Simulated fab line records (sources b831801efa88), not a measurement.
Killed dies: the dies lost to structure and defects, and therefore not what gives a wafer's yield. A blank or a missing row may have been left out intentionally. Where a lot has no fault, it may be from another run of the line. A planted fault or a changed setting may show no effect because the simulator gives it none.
Split-lot study :: flow sky130 :: 5 lots, 23 wafers read, on a route of 708 steps

## THE SPLIT ITSELF
At SKY_METAL5_METAL_ETCH_15 (etches the open film in Cl2/BCl3, stops on SiO2, target depth 1260 nm, time 252 s), the setting icp_w was moved away from the recipe's 900 W on 8 of the 23 wafers read, by -11.4% to +10.6%. This setting was run at the recipe's value on the other wafers.

The reading is taken at the split's own step.

## THE READING
NOVOLAK_of_METAL5_COAT_09.thk_nm (the simulator's own value, which no gauge read), in nm, at SKY_METAL5_METAL_ETCH_15 (etches the open film in Cl2/BCl3, stops on SiO2, target depth 1260 nm, time 252 s). The file gives no usual value for it. Here, 15 wafers ran the recipe; their average is 1034.1 nm with a standard deviation of 9.3 nm.

wafer: L076.2
tool, chamber at the split: rie_metal-01, 1,0
icp_w as run, W: 900
against the recipe: recipe
NOVOLAK_of_METAL5_COAT_09.thk_nm, nm: 1042
against lot-mates on the recipe: -

wafer: L076.6
tool, chamber at the split: rie_metal-01, 1,0
icp_w as run, W: 900
against the recipe: recipe
NOVOLAK_of_METAL5_COAT_09.thk_nm, nm: 1042
against lot-mates on the recipe: -

wafer: L076.3
tool, chamber at the split: rie_metal-01, 0
icp_w as run, W: 995.4
against the recipe: +10.6%
NOVOLAK_of_METAL5_COAT_09.thk_nm, nm: 975.9
against lot-mates on the recipe: -66.8

wafer: L076.4
tool, chamber at the split: rie_metal-01, 1
icp_w as run, W: 995.4
against the recipe: +10.6%
NOVOLAK_of_METAL5_COAT_09.thk_nm, nm: 968.6
against lot-mates on the recipe: -74.1

wafer: L076.5
tool, chamber at the split: rie_metal-01, 1
icp_w as run, W: 900
against the recipe: recipe
NOVOLAK_of_METAL5_COAT_09.thk_nm, nm: 1044
against lot-mates on the recipe: -

wafer: L079.1
tool, chamber at the split: rie_metal-03, 1
icp_w as run, W: 900
against the recipe: recipe
NOVOLAK_of_METAL5_COAT_09.thk_nm, nm: 1034
against lot-mates on the recipe: -

wafer: L079.2
tool, chamber at the split: rie_metal-03, 0
icp_w as run, W: 797.3
against the recipe: -11.4%
NOVOLAK_of_METAL5_COAT_09.thk_nm, nm: 1113
against lot-mates on the recipe: +73.0

wafer: L079.3
tool, chamber at the split: rie_metal-03, 0
icp_w as run, W: 797.3
against the recipe: -11.4%
NOVOLAK_of_METAL5_COAT_09.thk_nm, nm: 1125
against lot-mates on the recipe: +85.0

wafer: L079.4
tool, chamber at the split: rie_metal-03, 1
icp_w as run, W: 900
against the recipe: recipe
NOVOLAK_of_METAL5_COAT_09.thk_nm, nm: 1044
against lot-mates on the recipe: -

wafer: L079.5
tool, chamber at the split: rie_metal-03, 0
icp_w as run, W: 900
against the recipe: recipe
NOVOLAK_of_METAL5_COAT_09.thk_nm, nm: 1042
against lot-mates on the recipe: -

wafer: L081.1
tool, chamber at the split: rie_metal-02, 1
icp_w as run, W: 900
against the recipe: recipe
NOVOLAK_of_METAL5_COAT_09.thk_nm, nm: 1031
against lot-mates on the recipe: -

wafer: L081.2
tool, chamber at the split: rie_metal-02, 0
icp_w as run, W: 900
against the recipe: recipe
NOVOLAK_of_METAL5_COAT_09.thk_nm, nm: 1016
against lot-mates on the recipe: -

wafer: L081.6
tool, chamber at the split: rie_metal-02, 1
icp_w as run, W: 900
against the recipe: recipe
NOVOLAK_of_METAL5_COAT_09.thk_nm, nm: 1036
against lot-mates on the recipe: -

wafer: L080.1
tool, chamber at the split: rie_metal-01, 0
icp_w as run, W: 842.5
against the recipe: -6.4%
NOVOLAK_of_METAL5_COAT_09.thk_nm, nm: 1082
against lot-mates on the recipe: +44.3

wafer: L080.3
tool, chamber at the split: rie_metal-01, 1
icp_w as run, W: 900
against the recipe: recipe
NOVOLAK_of_METAL5_COAT_09.thk_nm, nm: 1034
against lot-mates on the recipe: -

wafer: L080.4
tool, chamber at the split: rie_metal-01, 0
icp_w as run, W: 900
against the recipe: recipe
NOVOLAK_of_METAL5_COAT_09.thk_nm, nm: 1039
against lot-mates on the recipe: -

wafer: L080.5
tool, chamber at the split: rie_metal-01, 1
icp_w as run, W: 900
against the recipe: recipe
NOVOLAK_of_METAL5_COAT_09.thk_nm, nm: 1040
against lot-mates on the recipe: -

wafer: L080.6
tool, chamber at the split: rie_metal-01, 0
icp_w as run, W: 842.5
against the recipe: -6.4%
NOVOLAK_of_METAL5_COAT_09.thk_nm, nm: 1079
against lot-mates on the recipe: +41.3

wafer: L085.1
tool, chamber at the split: rie_metal-02, 0
icp_w as run, W: 900
against the recipe: recipe
NOVOLAK_of_METAL5_COAT_09.thk_nm, nm: 1015
against lot-mates on the recipe: -

wafer: L085.2
tool, chamber at the split: rie_metal-02, 1
icp_w as run, W: 900
against the recipe: recipe
NOVOLAK_of_METAL5_COAT_09.thk_nm, nm: 1023
against lot-mates on the recipe: -

wafer: L085.4
tool, chamber at the split: rie_metal-02, 0
icp_w as run, W: 949.6
against the recipe: +5.5%
NOVOLAK_of_METAL5_COAT_09.thk_nm, nm: 985.3
against lot-mates on the recipe: -37.0

wafer: L085.5
tool, chamber at the split: rie_metal-02, 0
icp_w as run, W: 949.6
against the recipe: +5.5%
NOVOLAK_of_METAL5_COAT_09.thk_nm, nm: 992.1
against lot-mates on the recipe: -30.2

wafer: L085.6
tool, chamber at the split: rie_metal-02, 1
icp_w as run, W: 900
against the recipe: recipe
NOVOLAK_of_METAL5_COAT_09.thk_nm, nm: 1029
against lot-mates on the recipe: -
When a row names more than one chamber, that row covers several wafers, and the file does not tell which wafer ran in which chamber.

THE FIT
A straight line over all 23 wafers: NOVOLAK_of_METAL5_COAT_09.thk_nm changes by -6.91 nm for each +1% of icp_w; r = -0.97; the points scatter about the line by 9.4 nm.
The same after taking each lot's own level away (the mean of its wafers on the recipe; 23 wafers): -6.71 nm for each +1%; r = -0.99; scatter 5.1 nm.
On that fit, the largest move of icp_w shifts the reading by 77 nm.
The span of the lots' own levels, 1022.33 to 1042.67 nm, comes to 2.2 times the standard deviation stated above.
The two slopes agree, so the slope changes little with the lot-to-lot level.
Check: for one of the wafers moved furthest among these (-11.4%), held out of the fit, the line's prediction against its lot-mates is +78.5 nm. It came out at +73 nm against them.

## OTHER SPLITS ON THESE WAFERS
Other splits were also applied to these wafers ahead of the reading. Each is held against what the fit with the lots' levels taken away leaves over:
other split on the same wafers: SKY_METAL4_DEVELOP_12 dev_temp_c
wafers away from the commonest value: 4
r with NOVOLAK_of_METAL5_COAT_09.thk_nm (lot level and that fit taken away): -0.01

## THE WHOLE CHAIN: every reading that the file lists as answering this split, in the file's order
step: SKY_METAL5_METAL_ETCH_15
what it does: etches the open film in Cl2/BCl3, stops on SiO2, target depth 1260 nm, time 252 s
reading: NOVOLAK_of_METAL5_COAT_09.thk_nm (the simulator's own value, which no gauge read)
change (the file's fit): -6.71 nm for each +1% of the setting
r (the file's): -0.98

step: SKY_METAL5_STRIP_16
what it does: strips in O2/N2
reading: strip_time_to_endpoint_s
change (the file's fit): withheld for each +1% of the setting
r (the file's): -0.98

## FILE'S OWN FIT
NOVOLAK_of_METAL5_COAT_09.thk_nm changes by -6.71 nm for each +1% of icp_w, r = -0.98.
